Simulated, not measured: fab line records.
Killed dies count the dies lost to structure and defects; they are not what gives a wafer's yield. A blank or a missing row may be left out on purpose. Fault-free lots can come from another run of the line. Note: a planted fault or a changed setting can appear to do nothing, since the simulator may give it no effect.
Comparing a struck lot with a sound one	flow sky130	18 out of 708 route steps
Sound: the wafers L150.1, L150.3, L150.6. Struck: wafers L162.3, L162.5 (left out: L162.2, a lot-mate that was not struck); the cause follows at the end.
Each step with rows lists, per side, the tool, then ch with its chambers, then its first start. Under that, the readings that differ: sound wafers	struck wafers	difference of the means	sigmas: that difference in standard deviations of wafers without a fault.
alike: words and numbers the same on both sides, and readings whose means are apart by under 2 such deviations; not compared: readings that were withheld, readings missing a value for some wafer, numbers with overlapping values and no deviation given by the record, and bounds like >300 which may hide the same value.
The two part at a step that has a row with sigmas, a row that says differs or no value, or rows on one side only. Numbers that have no deviation but don't overlap get no sigmas and don't part them. A reading missing from all wafers of one side parts the sides only when that side holds two or more wafers.

first, 3 steps without rows for these wafers: SKY_VIA1_EXPOSE_09 (exposes mask VIM, target cd 150 nm); SKY_VIA1_PEB_10; SKY_VIA1_DEVELOP_11 (develop time 60 s).
SKY_VIA1_CD_MEAS_12 targets a cd of 150 nm.
  struck on cdSem-01, day 38 17:34; sound on cdSem-01, day 35 01:03
  alike: cdNm
SKY_VIA1_OVL_MEAS_13:
  struck on overlay-01, day 38 17:41; sound on overlay-02, day 35 01:10
  alike: VIA1_OVL
SKY_VIA1_ETCH_14: etches BARC in N2/H2, stops on SiO2, time 45.9 s, target depth 60 nm.
  sound on rieDiel-01 ch 0,2,3, day 35 01:12; struck on rieDiel-02 ch 3, day 38 17:43
reading	sound	struck	difference	sigmas
drypumpMotorCurrentA (A)	5.5 5.5 5.2	6.2 6.2	+0.8	+2
  alike: oesProductAu, throttleValvePct
  not compared: rfHoursCounterH
SKY_VIA1_ETCH_15: etches SiO2 in C4F8/O2/Ar, stops on TiN, target depth 351 nm, time 54 s.
  sound on rieDiel-01 ch 0,2,3, day 35 01:15; struck on rieDiel-02 ch 3, day 38 17:45
  alike: oesProductAu
  not compared: rfHoursCounterH
SKY_VIA1_STRIP_16: strips in O2/N2.
  sound on plasmaAsher-01 ch 0,1, day 35 01:17; struck on plasmaAsher-02 ch 0, day 38 17:47
  alike: drypumpMotorCurrentA, oesProductAu, stripTimeToEndpointS
  not compared: rfHoursCounterH
then, 3 steps without rows for these wafers: SKY_VIA1_STRIP_17 (strips in post etch residue remover, time 1200 s); SKY_VIA1_CLEAN_18 (cleans in IPA, time 180 s); SKY_VIA1_CLEAN_19 (cleans in O3/DIW).
SKY_VIA1_SPUTTER_20: material TiN, target thk 20 nm, time 80 s.
  struck on pvdSputter-04, day 38 18:23; sound on pvdSputter-04, day 35 01:53
  alike: throttleValvePct
SKY_VIA1_CVD_21: deposits W, target thk 270 nm, time 80.902 s.
  sound on cvdW-01 ch 0,1, day 35 01:57; struck on cvdW-01 ch 0,1, day 38 18:27
reading	sound	struck	difference	sigmas
model.W_of_VIA1_CVD_21.thkNm (nm)	274.9 274.5 271.7	194.7 198.1	-77.3	
  alike: heaterPowerW
SKY_VIA1_RS_MEAS_22: uses a four-point probe to measure.
  struck on filmMetro-01, day 38 18:34; sound on filmMetro-01, day 35 02:02
reading	sound	struck	difference	sigmas
VIA1_W_RS (ohm/sq)	0.419 0.419 0.424	0.596 0.585	+0.170	+41
SKY_VIA1_THK_MEAS_23: measures by xrf.
  struck on filmMetro-01, day 38 18:40; sound on filmMetro-01, day 35 02:10
reading	sound	struck	difference	sigmas
VIA1_W_THK (nm)	281 280 280	199 202	-80	-19
SKY_VIA1_CMP_24: polishes, stops on SiO2, t overpolish 15 s, target thk 0 nm.
  sound on cmp-02 ch 0,3, day 35 02:13; struck on cmp-02 ch 1,3, day 38 18:43
reading	sound	struck	difference	sigmas
timeToEndpointS (s)	67 67 64	48 50	-17	-5
  alike: motorCurrentA
SKY_METAL2_SPUTTER_00: material Ti, target thk 15 nm, time 10 s.
  struck on pvdSputter-04, day 38 19:01; sound on pvdSputter-02, day 35 02:31
  alike: throttleValvePct
-- the record jumps here: 11 days lie between the struck wafers' starts before and after (it left off in module METAL2 and takes up again in module PAD_OPEN, whose first step shown is number 708 of the route) --
SKY_PAD_OPEN_PROBE_99:
  record: rows for the struck wafers here (prober-02, day 49 10:53), none for the sound ones

## WHERE THEY PART
First at SKY_VIA1_ETCH_14; last, within this record, at SKY_PAD_OPEN_PROBE_99.

WHY: what had been put in by the simulator
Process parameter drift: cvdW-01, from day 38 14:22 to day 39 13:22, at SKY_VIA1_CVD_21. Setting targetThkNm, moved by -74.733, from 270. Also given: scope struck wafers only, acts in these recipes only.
